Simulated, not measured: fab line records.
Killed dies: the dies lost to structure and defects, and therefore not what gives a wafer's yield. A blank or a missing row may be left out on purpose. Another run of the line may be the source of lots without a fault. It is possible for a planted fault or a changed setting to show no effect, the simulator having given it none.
Struck lot and sound lot, side by side :: flow sky130 :: 20 out of 708 route steps
Sound: the wafers L431.3, L431.4, L431.5. The struck wafers were L443.1, L443.2, L443.5. The cause is named last.
For every step that has rows: the tool of each side, followed by ch and its chambers, followed by its first start. Under that, the readings that differ: sound wafers :: struck wafers :: difference of the means :: sigmas: that difference in standard deviations of wafers without a fault.
alike: a reading whose means differ by less than 2 such deviations, as well as words and numbers matching on both sides. not compared: withheld readings; readings where some wafer has no value; bounds like >300 that might hide an equal value; numbers whose values overlap and for which the record gives no deviation.
The two part at a step that has a row with sigmas, a row that says differs or no value, or rows on one side only. Numbers that have no deviation but don't overlap get no sigmas and don't part them. A reading missing from all wafers of one side parts the sides only when that side holds two or more wafers.

SKY_FIELD_ISO_BOW_MEAS_00:
  struck on film metro-02, day 3 22:00; sound on film metro-01, day 1 10:02
  alike: INCOMING_BOW
then, 1 step without rows for these wafers: SKY_FIELD_ISO_OXIDATION_01 (stabilise 600 s, purge 300 s, target thk 12 nm).
SKY_FIELD_ISO_THK_MEAS_02:
  struck on film metro-03, day 4 01:22; sound on film metro-03, day 1 12:16
  alike: FIELD_ISO_OXIDATION_00_THK
then, 1 step without rows for these wafers: SKY_FIELD_ISO_CVD_03 (deposits Si3N4 from DCS/NH3, target thk 165 nm, time 2830 s).
SKY_FIELD_ISO_THK_MEAS_04:
  struck on film metro-03, day 4 03:12; sound on film metro-03, day 1 14:07
  alike: FIELD_ISO_CVD_03_THK
then, 5 steps without rows for these wafers: SKY_FIELD_ISO_DEHYDRATE_05 (time 60 s); SKY_FIELD_ISO_HMDS_06 (prime time 60 s); SKY_FIELD_ISO_COAT_07 (resist thk 60 nm); SKY_FIELD_ISO_COAT_08 (resist thk 450 nm); SKY_FIELD_ISO_SOFTBAKE_09 (time 90 s).
SKY_FIELD_ISO_EXPOSE_10: exposes mask FOM, target cd 150 nm.
  sound on krf scanner-02 ch 0, day 1 21:35; struck on krf scanner-01 ch 0, day 4 11:13
reading: exposure dose mJ cm2
sound: 28.00 27.97 27.95
struck: 27.17 27.17 27.14
difference: -0.81
sigmas: -25
  alike: mask
then, 2 steps without rows for these wafers: SKY_FIELD_ISO_PEB_11; SKY_FIELD_ISO_DEVELOP_12 (develop time 60 s).
SKY_FIELD_ISO_CD_MEAS_13 targets a cd of 150 nm.
  struck on cd sem-02, day 4 19:50; sound on cd sem-02, day 2 04:40
reading: cd nm (nm)
sound: 150.7 151.9 150.9
struck: 123.2 133.7 139.7
difference: -19.0
sigmas: -11
SKY_FIELD_ISO_ETCH_14: etches BARC in N2/H2, stops on SiO2, time 45.9 s, target depth 60 nm.
  sound on rie diel-02 ch 0,1,3, day 2 04:45; struck on rie diel-04 ch 0,3, day 4 19:58
reading: model.FIELD_ISO.cd nm (nm)
sound: 149.4 151.1 150.9
struck: 121.7 131.4 137.8
difference: -20.2
sigmas: 
  alike: drypump motor current A, oes product au, throttle valve pct
  not compared: rf hours counter h
SKY_FIELD_ISO_ETCH_15: etches the open film in CHF3/O2, stops on Si, target depth 180 nm, time 72 s.
  sound on rie diel-02 ch 0,1,3, day 2 04:47; struck on rie diel-04 ch 0,3, day 4 20:00
  alike: drypump motor current A, oes product au, throttle valve pct
  not compared: rf hours counter h
SKY_FIELD_ISO_STRIP_16: strips in O2/N2.
  sound on plasma asher-01 ch 0,1, day 2 04:53; struck on plasma asher-04 ch 0,1, day 4 20:04
  alike: drypump motor current A, oes product au, strip time to endpoint s
  not compared: rf hours counter h
SKY_FIELD_ISO_ETCH_17: etches Si in HBr/Cl2/O2, target depth 342 nm, time 97.7 s.
  sound on rie si-02 ch 1,2, day 2 04:57; struck on rie si-01 ch 2,3, day 4 20:10
reading: model.FIELD_ISO.cd nm (nm)
sound: 149 154.4 150.4
struck: 119.6 130.6 134.8
difference: -22.9
sigmas: 
  alike: drypump motor current A, oes product au, throttle valve pct
  not compared: rf hours counter h
then, 1 step without rows for these wafers: SKY_FIELD_ISO_WET_ETCH_18 (etches Si3N4 in H3PO4, target depth 25 nm, time 286 s).
-- here the record skips 44 days between the struck wafers' starts before and after, leaving off in module FIELD_ISO and picking up in module PAD_OPEN (first step shown: number 708 of the route) --
SKY_PAD_OPEN_PROBE_99:
  struck on prober-01, day 48 20:34; sound on prober-01, day 45 18:27
reading: killed at front end
sound: 17 13 9
struck: 345 49 24
difference: +126
sigmas: +26

reading: killed dies
sound: 92 65 75
struck: 404 132 106
difference: +137
sigmas: +12

reading: killed on rim
sound: 11 14 16
struck: 95 43 27
difference: +41
sigmas: +10
  alike: killed_at_M0_to_M3, killed_at_M4_up, killed at contacts, killed at other, killed open, killed short

## WHERE THEY PART
Last at SKY_PAD_OPEN_PROBE_99 as far as this record goes, first at SKY_FIELD_ISO_EXPOSE_10.

WHY: what had been put in by the simulator
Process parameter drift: krf scanner-01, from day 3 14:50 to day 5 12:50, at SKY_FIELD_ISO_EXPOSE_10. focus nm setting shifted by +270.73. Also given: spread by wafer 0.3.
